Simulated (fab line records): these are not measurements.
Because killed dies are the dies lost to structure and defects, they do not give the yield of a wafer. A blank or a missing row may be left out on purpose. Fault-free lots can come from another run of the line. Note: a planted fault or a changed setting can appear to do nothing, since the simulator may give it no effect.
The same fault as seen by 2 desks + flow gf180mcu + each desk has only its own numbers; what lay behind them comes last

AT THE TOOL OWNER'S DESK: cvd w-02
The tool's own readings at GF_CONTACT_CVD_24 (deposits W, target thk 300 nm, time 90.339 s): means of the sampled wafers that have a number, for each lot that ran on this tool. A lot is out of limits, marked OUT, if its mean lies more than 4 standard deviations from the usual mean; the brackets give that distance.
Columns: A = chamber pressure Torr at GF_CONTACT_CVD_24, usual 40.00 Torr; B = heater power w at GF_CONTACT_CVD_24, usual 834 W; C = susceptor temp C at GF_CONTACT_CVD_24, usual 399.98 C
| lot  | first seen here | A     | B   | C      |
|------|-----------------|-------|-----|--------|
| L227 | day 16 03:04    | 40.08 | 728 | 399.98 |
| L230 | day 17 12:46    | 39.90 | 946 | 400.12 |
| L234 | day 19 00:24    | 40.02 | 858 | 399.86 |
| L239 | day 20 08:23    | 39.95 | 842 | 400.10 |
| L246 | day 23 00:56    | 40.03 | 953 | 399.62 |
| L248 | day 23 19:05    | 39.99 | 751 | 399.75 |
| L249 | day 23 19:51    | 40.00 | 849 | 400.12 |
| L250 | day 24 02:47    | 40.08 | 751 | 400.00 |
This desk found nothing out of limits on any of the 8 lots.

METROLOGY DESK
Lot by lot, what the gauges showed, no matter which tool ran the lot: averages of those sampled wafers that carry a number. A lot is out of limits, marked OUT, if its mean lies more than 4 standard deviations from the usual mean; the brackets give that distance.
Columns: A = CONTACT_W_RS at GF_CONTACT_RS_MEAS_25, usual 0.380 ohm/sq; B = CONTACT_W_THK at GF_CONTACT_THK_MEAS_26, usual 299 nm
| lot  | first seen here | A               | B             |
|------|-----------------|-----------------|---------------|
| L227 | day 16 03:10    | 0.373           | 304           |
| L228 | day 17 03:58    | 0.379           | 300           |
| L230 | day 17 12:58    | 0.379           | 296           |
| L234 | day 19 00:30    | 0.267 (-25) OUT | 425 (+29) OUT |
| L239 | day 20 08:29    | 0.267 (-25) OUT | 420 (+27) OUT |
| L240 | day 20 16:59    | 0.382           | 294           |
| L244 | day 22 02:49    | 0.391           | 289           |
| L246 | day 23 01:02    | 0.380           | 302           |
| L247 | day 23 08:43    | 0.384           | 296           |
| L248 | day 23 19:12    | 0.383           | 295           |
| L249 | day 23 19:57    | 0.382           | 297           |
| L250 | day 24 02:53    | 0.384           | 295           |
This desk finds L234, L239 out of limits, with the earliest case on L234 at day 19 00:30 (CONTACT_W_RS at GF_CONTACT_RS_MEAS_25). In limits: L227, L228, L230, L240, L244, L246, L247, L248, L249, L250.

ALL TOGETHER
Metrology desk: alarm possible at day 19 00:30 on L234, L239.
The desk of the tool owner found nothing out of limits.
The tool owner's desk has L234, L239 on record, within its limits.
The lots listed all ran GF_CONTACT_CVD_24 on cvd w-02.

WHAT WAS PUT IN BY THE SIMULATOR
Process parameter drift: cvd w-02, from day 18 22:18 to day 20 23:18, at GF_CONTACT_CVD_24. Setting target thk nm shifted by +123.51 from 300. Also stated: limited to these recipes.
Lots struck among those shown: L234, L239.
Hours from the fault's start to each desk's first reading out of limits: the metrology desk, 2.
